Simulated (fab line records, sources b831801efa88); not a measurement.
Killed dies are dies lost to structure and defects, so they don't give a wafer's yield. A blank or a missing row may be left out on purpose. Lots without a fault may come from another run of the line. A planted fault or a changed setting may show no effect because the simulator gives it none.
Split-lot experiment | flow sky130 | 5 lots, 23 wafers read, on a route of 708 steps

THE SPLIT
At SKY_SD_N_IMPLANT_09, the setting energy_kev was moved away from the recipe's 50 on 8 of the 23 wafers read, by +2.8% to +4.0%. The other wafers ran this setting at the recipe's value.

FROM THE SPLIT TO THE READING: what the file shows between them, 5 steps
- SKY_SD_N_IMPLANT_10
- SKY_SD_N_STRIP_11: strips in O2/N2
- SKY_SD_N_TW_MEAS_12
- SKY_SD_N_CLEAN_13: cleans in SC1/SC2, time 150 s
- SKY_SD_N_RTA_14: time 2 s

THE READING
SD_N_RS, in ohm/sq, at SKY_SD_N_RS_MEAS_16 (measures by four-point-probe). Fault-free wafers of this fab line usually give 68.57 ohm/sq, standard deviation 0.12 ohm/sq.

wafer  | tool, chamber at the split | energy_kev as run | against the recipe | SD_N_RS, ohm/sq | against lot-mates on the recipe
L077.1 | implanter-04, 0            | 50                | recipe             | 68.46           | -
L077.2 | implanter-04, 0            | 50                | recipe             | 68.47           | -
L077.3 | implanter-04, 0            | 52                | +4.0%              | 67.05           | -1.47
L077.4 | implanter-04, 0            | 52                | +4.0%              | 66.91           | -1.61
L077.5 | implanter-04, 0            | 50                | recipe             | 68.63           | -
L074.1 | implanter-01, 0            | 50                | recipe             | 68.53           | -
L074.2 | implanter-01, 0            | 50                | recipe             | 68.53           | -
L074.3 | implanter-01, 0            | 50                | recipe             | 68.48           | -
L074.5 | implanter-01, 0            | 50                | recipe             | 68.61           | -
L074.6 | implanter-01, 0            | 50                | recipe             | 68.26           | -
L079.2 | implanter-04, 0            | 50                | recipe             | 68.67           | -
L079.3 | implanter-04, 0            | 51.88             | +3.8%              | 67.55           | -1.15
L079.4 | implanter-04, 0            | 51.88             | +3.8%              | 67.51           | -1.19
L079.5 | implanter-04, 0            | 50                | recipe             | 68.73           | -
L079.6 | implanter-04, 0            | 51.88             | +3.8%              | 67.47           | -1.23
L080.1 | implanter-04, 0            | 50                | recipe             | 68.52           | -
L080.2 | implanter-04, 0            | 50                | recipe             | 68.44           | -
L080.3 | implanter-04, 0            | 51.4              | +2.8%              | 67.74           | -0.74
L080.4 | implanter-04, 0            | 51.4              | +2.8%              | 67.49           | -0.99
L080.5 | implanter-04, 0            | 51.4              | +2.8%              | 67.60           | -0.88
L082.4 | implanter-04, 0            | 50                | recipe             | 68.44           | -
L082.5 | implanter-04, 0            | 50                | recipe             | 68.75           | -
L082.6 | implanter-04, 0            | 50                | recipe             | 68.58           | -

THE FIT
A straight line over all 23 wafers: SD_N_RS changes by -0.326 ohm/sq for each +1% of energy_kev; r = -0.96; the points scatter about the line by 0.16 ohm/sq.
The same after taking each lot's own level away (the mean of its wafers on the recipe; 23 wafers): -0.339 ohm/sq for each +1%; r = -0.98; scatter 0.12 ohm/sq.
On that fit, the largest move of energy_kev shifts the reading by 1.4 ohm/sq.
The lots' own levels span 68.480 to 68.700 ohm/sq, that is 1.8 times the standard deviation above.
So the lot-to-lot level changes the slope little: the two slopes agree.
Check: with one of the wafers moved furthest among these (+4.0%) left out of the fit, the line predicts -1.33 ohm/sq for it against its lot-mates. It came out at -1.47 ohm/sq against them.

OTHER SPLITS ON THESE WAFERS
These wafers also went through other splits before the reading. Each is held against what the fit with the lots' levels taken away leaves over:
other split on the same wafers     | wafers away from the commonest value | r with SD_N_RS (lot level and that fit taken away)
SKY_LDD_N_IMPLANT_10 energy_kev    | 11                                   | +0.08
SKY_LDD_P_COAT_02 resist_thk_nm    | 7                                    | +0.25
SKY_LDD_P_IMPLANT_09 energy_kev    | 9                                    | +0.05
SKY_LDD_HVN_IMPLANT_08 energy_kev  | 9                                    | +0.55
SKY_POLY_CUT_COAT_03 resist_thk_nm | 11                                   | +0.06
SKY_SD_P_EXPOSE_04 dose_mj         | 10                                   | -0.55

THE WHOLE CHAIN: every reading that the file lists as answering this split, in the file's order
step                | what it does                 | reading                                                         | change (the file's fit)               | r (the file's)
SKY_SD_N_IMPLANT_09 |                              | implant.rp_nm (the simulator's own value, which no gauge read)  | +0.26 nm for each +1% of the setting  | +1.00
SKY_SD_N_IMPLANT_09 |                              | implant.drp_nm (the simulator's own value, which no gauge read) | +0.106 nm for each +1% of the setting | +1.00
SKY_SD_N_STRIP_11   | strips in O2/N2              | strip_time_to_endpoint_s                                        | withheld for each +1% of the setting  | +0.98
SKY_SD_N_TW_MEAS_12 |                              | SD_N_TW                                                         | +12.1 for each +1% of the setting     | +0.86
SKY_SD_N_RS_MEAS_16 | measures by four-point-probe | SD_N_RS                                                         | -0.344 for each +1% of the setting    | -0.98

THE FILE'S OWN FIT
SD_N_RS changes by -0.344 ohm/sq for each +1% of energy_kev, r = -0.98.
